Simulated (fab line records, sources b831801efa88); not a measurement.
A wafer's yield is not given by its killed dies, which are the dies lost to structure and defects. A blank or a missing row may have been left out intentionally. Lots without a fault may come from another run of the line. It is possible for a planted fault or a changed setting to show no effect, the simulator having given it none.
Problem report in the 8D (eight disciplines) form, filled by code | flow sky130 | the parts of the form that need people (team, actions taken, sign-off) are left out

1. THE ISSUE
Mean of strip_time_to_endpoint_s at SKY_POLY_GATE_STRIP_18: 2.582 s across 2 wafers in 2 lots; on wafers with no fault it is 3.159 s (standard deviation 0.028). Relative to the usual mean, that is a shift of -21 standard deviations.
The step: strips in O2/N2.
Seen first at day 19 21:28 on plasma_asher-02, wafer L462.1. The record has a number at this step for 18 wafers belonging to 6 lots. Rule for "out" (also "out of limits"): further than 4 standard deviations from the usual mean. The other wafers with a number count as sound.

2. WHAT IT IS AND WHAT IT IS NOT
question                    | is                               | is not
which readings at this step | strip_time_to_endpoint_s         | drypump_motor_current_A
which lots                  | L462, L463                       | L453, L461, L471, L475
which wafers of those lots  | L462.1, L463.3                   | L462.3, L462.6, L463.4, L463.6
read on which tools         | plasma_asher-02, plasma_asher-04 | plasma_asher-03
when                        | from day 19 21:28                | up to then (8 sound wafers); but 8 sound wafers of L463, L471, L475 came after

3. THE SUSPECTS, EACH WITH WHAT RULES IT OUT
Counting: if a tool at a process step up to the reading ran every lot that is out, it stays a suspect. Sound lots after the first of them don't rule it out here, since some wafers of a struck lot are sound.
- rie_diel-03 at SKY_POLY_GATE_ETCH_15 (etches BARC in N2/H2, stops on SiO2, time 118.5 s, target depth 110 nm): kept. It processed each lot that is out (first: L462, day 19 21:14); up to then, its last sound lot is L461 (day 19 04:53).
- rie_diel-03 at SKY_POLY_GATE_ETCH_16 (etches Si3N4 in CH3F/O2, stops on poly-Si, time 147.5 s, target depth 75 nm): kept. It processed each lot that is out (first: L462, day 19 21:19); up to then, its last sound lot is L461 (day 19 04:58).
- rie_si-02 at SKY_POLY_GATE_ETCH_17 (etches poly-Si in HBr/Cl2, stops on SiO2, target depth 180 nm, time 70.5 s): kept. It processed each lot that is out (first: L462, day 19 21:25); up to then, its last sound lot is L461 (day 19 05:04).
- In rie_si-02 at SKY_POLY_GATE_ETCH_17, the wafers that are out were processed in chamber 2 and their sound lot-mates in chambers 0, 1.
After the count, these remain: rie_diel-03 at SKY_POLY_GATE_ETCH_15, rie_diel-03 at SKY_POLY_GATE_ETCH_16 and rie_si-02 at SKY_POLY_GATE_ETCH_17.

4. THE CAUSE (what the simulator had put in)
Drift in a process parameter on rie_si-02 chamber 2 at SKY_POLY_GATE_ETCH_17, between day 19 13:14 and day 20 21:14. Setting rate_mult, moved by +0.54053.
Of the 3 suspects that counting leaves, this tool is one.

5. THE CHAIN OF EFFECTS, in route order
Each row: a reading where the mean over the struck wafers with a number is more than 3 standard deviations away from the usual. Readings are gone through only where the record gives a usual standard deviation; hours: the median, over the lots, of the time from a lot's start at the first step in this table giving one to that lot's start at this step; sigmas: the change measured in usual standard deviations.
hours | step                   | reading                  | usual      | on struck wafers | change | sigmas
0     | SKY_POLY_GATE_STRIP_18 | oes_product_au           | 0.360 a.u. | 0.345            | -0.015 | -3.3
0     | SKY_POLY_GATE_STRIP_18 | strip_time_to_endpoint_s | 3.159 s    | 2.582            | -0.577 | -21
It contains these process steps:
- SKY_POLY_GATE_STRIP_18: strips in O2/N2.

6. HOW IT WOULD HAVE BEEN CAUGHT EARLIER
First out-of-limits reading in this record: day 19 21:28, which is 8 hours after fault onset at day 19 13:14.
No tool reading at SKY_POLY_GATE_ETCH_17 that has a usual standard deviation in the record was out on any struck wafer, so an alarm limit of 4 standard deviations on those readings would not have fired.
Of the lots that are out (2), L463 began SKY_POLY_GATE_ETCH_17 on rie_si-02 after day 19 21:28. A hold on the tool at that time would have spared it.
